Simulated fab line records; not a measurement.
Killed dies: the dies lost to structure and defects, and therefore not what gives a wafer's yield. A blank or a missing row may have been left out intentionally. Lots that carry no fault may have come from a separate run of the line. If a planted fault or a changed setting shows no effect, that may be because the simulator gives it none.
Which tool did it? -- flow sfq-line -- 14 lots, 42 wafers sampled, at 4 steps of a route of 325

## WHAT THE GAUGES READ, wafer by wafer
The record holds no reading of a measuring or inspecting step that can be judged against a usual standard deviation.

## WHICH TOOL RAN EACH LOT (tool, then ch and the chambers of the sampled wafers, then the start)
lot,SFQ_TRILAYER_I1_VIA_BARC_OPEN_VIA_ETCH_071,SFQ_TRILAYER_I2_VIA_STRIP_STRIP_071,SFQ_TRILAYER_I4_CMP_CMP_100,SFQ_TRILAYER_M5_LITHO_EXPOSE_124
L337,"rie-diel-03 ch 0,3, day 17 07:23","rie-metal-02 ch 0,1, day 26 02:11","cmp-02 ch 0,1,3, day 35 08:50","krf-scanner-01 ch 0, day 43 05:24"
L338,"rie-diel-04 ch 0,1,2, day 17 22:53","rie-metal-01 ch 0,1, day 26 13:59","cmp-01 ch 0,1,3, day 35 22:41","krf-scanner-01 ch 0, day 44 06:33"
L340,"rie-diel-03 ch 0,1, day 18 05:38","rie-metal-04 ch 0,1, day 27 02:03","cmp-01 ch 0,1,2, day 36 10:41","krf-scanner-01 ch 0, day 44 18:33"
L341,"rie-diel-03 ch 0,2,3, day 18 16:26","rie-metal-01 ch 1, day 27 09:15","cmp-01 ch 1,2,3, day 36 13:41","krf-scanner-01 ch 0, day 45 00:45"
L342,"rie-diel-01 ch 1,2,3, day 19 03:14","rie-metal-04 ch 0,1, day 27 23:39","cmp-01 ch 0,1,2, day 37 05:11","krf-scanner-01 ch 0, day 45 18:20"
L344,"rie-diel-03 ch 1,2,3, day 19 11:38","rie-metal-01 ch 0,1, day 28 09:11","cmp-02 ch 1,2,3, day 37 10:20","krf-scanner-01 ch 0, day 46 03:16"
L345,"rie-diel-01 ch 0,2,3, day 20 09:14","rie-metal-04 ch 0,1, day 29 07:59","cmp-02 ch 0,3, day 38 10:20","krf-scanner-01 ch 0, day 47 11:03"
L348,"rie-diel-01 ch 0,1,3, day 21 12:50","rie-metal-04 ch 0,1, day 31 03:56","cmp-01 ch 0,2,3, day 40 08:11","krf-scanner-01 ch 0, day 50 20:47"
L351,"rie-diel-04 ch 1,2, day 23 03:12","rie-metal-01 ch 1, day 32 16:35","cmp-01 ch 0,2,3, day 41 17:11","krf-scanner-02 ch 0, day 52 21:59"
L354,"rie-diel-01 ch 0,1,2, day 24 04:47","rie-metal-04 ch 0,1, day 34 03:31","cmp-02 ch 0,1, day 43 07:18","krf-scanner-02 ch 0, day 56 08:26"
L356,"rie-diel-04 ch 1,2,3, day 24 18:59","rie-metal-02 ch 0,1, day 34 17:47","cmp-02 ch 0,1, day 43 23:24","krf-scanner-01 ch 0, day 57 01:29"
L357,"rie-diel-04 ch 1,3, day 25 11:26","rie-metal-01 ch 0,1, day 35 06:59","cmp-01 ch 0,1, day 44 13:59","krf-scanner-01 ch 0, day 57 21:53"
L358,"rie-diel-04 ch 2,3, day 25 21:02","rie-metal-04 ch 1, day 35 17:47","cmp-01 ch 0,3, day 44 19:59","krf-scanner-01 ch 0, day 58 12:17"
L359,"rie-diel-01 ch 0,2,3, day 26 12:04","rie-metal-04 ch 0,1, day 36 06:59","cmp-01 ch 0,1,2, day 45 10:59","krf-scanner-01 ch 0, day 59 18:50"
- SFQ_TRILAYER_I1_VIA_BARC_OPEN_VIA_ETCH_071: etches BARC in O2, target depth 125 nm, time 41.7 s.
- SFQ_TRILAYER_I2_VIA_STRIP_STRIP_071: strips in O2.
- SFQ_TRILAYER_I4_CMP_CMP_100: polishes SiO2.
- SFQ_TRILAYER_M5_LITHO_EXPOSE_124: exposes mask M5, target cd 700 nm.

## AS READ BY THE TOOLS THEMSELVES (means over the sampled wafers that have a number; for cases with no such wafer, the mark the record gives instead)
SFQ_TRILAYER_I1_VIA_BARC_OPEN_VIA_ETCH_071. Usual: drypump-motor-current-A 5.5 A, standard deviation 0.36; oes-product-au 0.686 a.u., standard deviation 0.0048.
lot,tool,drypump-motor-current-A (A),oes-product-au (a.u.),flag
L337,rie-diel-03,6.1,0.687,
L338,rie-diel-04,5.3,0.686,
L340,rie-diel-03,5.8,0.687,
L341,rie-diel-03,5.9,0.684,
L342,rie-diel-01,5.4,0.683,
L344,rie-diel-03,5.7,0.681,
L345,rie-diel-01,5.4,0.687,
L348,rie-diel-01,5.2,0.688,
L351,rie-diel-04,5.6,0.694,
L354,rie-diel-01,5.4,0.687,
L356,rie-diel-04,5.3,0.684,
L357,rie-diel-04,5.4,0.683,
L358,rie-diel-04,5.2,0.684,
L359,rie-diel-01,5.4,0.689,

SFQ_TRILAYER_I2_VIA_STRIP_STRIP_071. Usual: drypump-motor-current-A 5.9 A, standard deviation 0.34; oes-product-au 0.996 a.u., standard deviation 0.0092.
lot,tool,drypump-motor-current-A (A),oes-product-au (a.u.),flag
L337,rie-metal-02,6.0,0.998,
L338,rie-metal-01,5.9,0.999,
L340,rie-metal-04,6.1,0.999,
L341,rie-metal-01,5.9,0.984,
L342,rie-metal-04,6.1,0.996,
L344,rie-metal-01,5.8,0.981,
L345,rie-metal-04,5.7,0.995,
L348,rie-metal-04,6.0,0.996,
L351,rie-metal-01,5.9,0.975,
L354,rie-metal-04,5.7,0.995,
L356,rie-metal-02,6.0,0.995,
L357,rie-metal-01,5.8,0.996,
L358,rie-metal-04,5.4,0.995,
L359,rie-metal-04,6.1,1.010,

SFQ_TRILAYER_I4_CMP_CMP_100. Usual: head-pressure-psi 3.000 psi, standard deviation 0.0067; motor-current-A 10.6 A, standard deviation 1.1; slurry-filter-dp-kPa 13.51 kPa, standard deviation 0.14; time-to-endpoint-s 218 s, standard deviation 7.1.
lot,tool,head-pressure-psi (psi),motor-current-A (A),slurry-filter-dp-kPa (kPa),time-to-endpoint-s (s),flag
L337,cmp-02,2.995,10.2,13.43,218,
L338,cmp-01,3.006,10.9,13.62,214,
L340,cmp-01,2.999,10.0,13.44,218,
L341,cmp-01,2.999,10.5,13.57,225,
L342,cmp-01,3.001,10.0,13.61,217,
L344,cmp-02,3.000,10.1,13.42,203,
L345,cmp-02,3.006,10.9,13.32,225,
L348,cmp-01,3.002,11.0,13.41,221,
L351,cmp-01,3.001,11.0,13.47,215,
L354,cmp-02,2.996,11.0,13.56,224,
L356,cmp-02,2.997,11.3,13.52,222,
L357,cmp-01,2.993,10.1,13.49,212,
L358,cmp-01,3.004,11.4,13.45,218,
L359,cmp-01,3.008,10.3,13.47,215,

SFQ_TRILAYER_M5_LITHO_EXPOSE_124. Usual: exposure-dose-mJ-cm2 14.398, standard deviation 0.016.
lot,tool,exposure-dose-mJ-cm2,flag
L337,krf-scanner-01,14.405,
L338,krf-scanner-01,14.393,
L340,krf-scanner-01,14.403,
L341,krf-scanner-01,14.373,
L342,krf-scanner-01,14.400,
L344,krf-scanner-01,14.392,
L345,krf-scanner-01,14.389,
L348,krf-scanner-01,14.396,
L351,krf-scanner-02,15.132,OFF
L354,krf-scanner-02,15.118,OFF
L356,krf-scanner-01,14.392,
L357,krf-scanner-01,14.407,
L358,krf-scanner-01,14.438,
L359,krf-scanner-01,14.394,

## THE ANSWER, worked out from the rows above alone
Rule: lot off if the mean of its wafers having a number is beyond 3 standard deviations from the usual mean. A lot without any number at a reading at which 4 lots or more have one is off too. The other lots that the step has rows for count as sound. After the gauges, taken in route order, come the tools' own readings; for these a lot's mean is taken, as printed above. The first step at which some lot is off is used, and at that step the reading that is off furthest; a lot without a number counts as furthest.
Off, at SFQ_TRILAYER_M5_LITHO_EXPOSE_124 on exposure-dose-mJ-cm2: L351, L354.
A tool fits if, at that step or a process step before it, it ran every lot that is off, and no sound lot after the first of them. One fits: SFQ_TRILAYER_M5_LITHO_EXPOSE_124 on krf-scanner-02. It ran no sound lot before its first lot that is off in this sample, so the start can't be narrowed down.
On the lots that are off, the tool's own readings at SFQ_TRILAYER_M5_LITHO_EXPOSE_124 differ by more than 5 times the standard deviation of the sound lots' means, which bears it out; exposure-dose-mJ-cm2 reads 15.125 there versus 14.399 on the sound lots.

## WHAT THE SIMULATOR HAD INSERTED
Process parameter drift: krf-scanner-02, from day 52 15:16 on, at SFQ_TRILAYER_M5_LITHO_EXPOSE_124. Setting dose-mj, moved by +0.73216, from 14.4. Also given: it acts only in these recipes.
Struck lots among those shown: L351, L354. The rule above found the same.
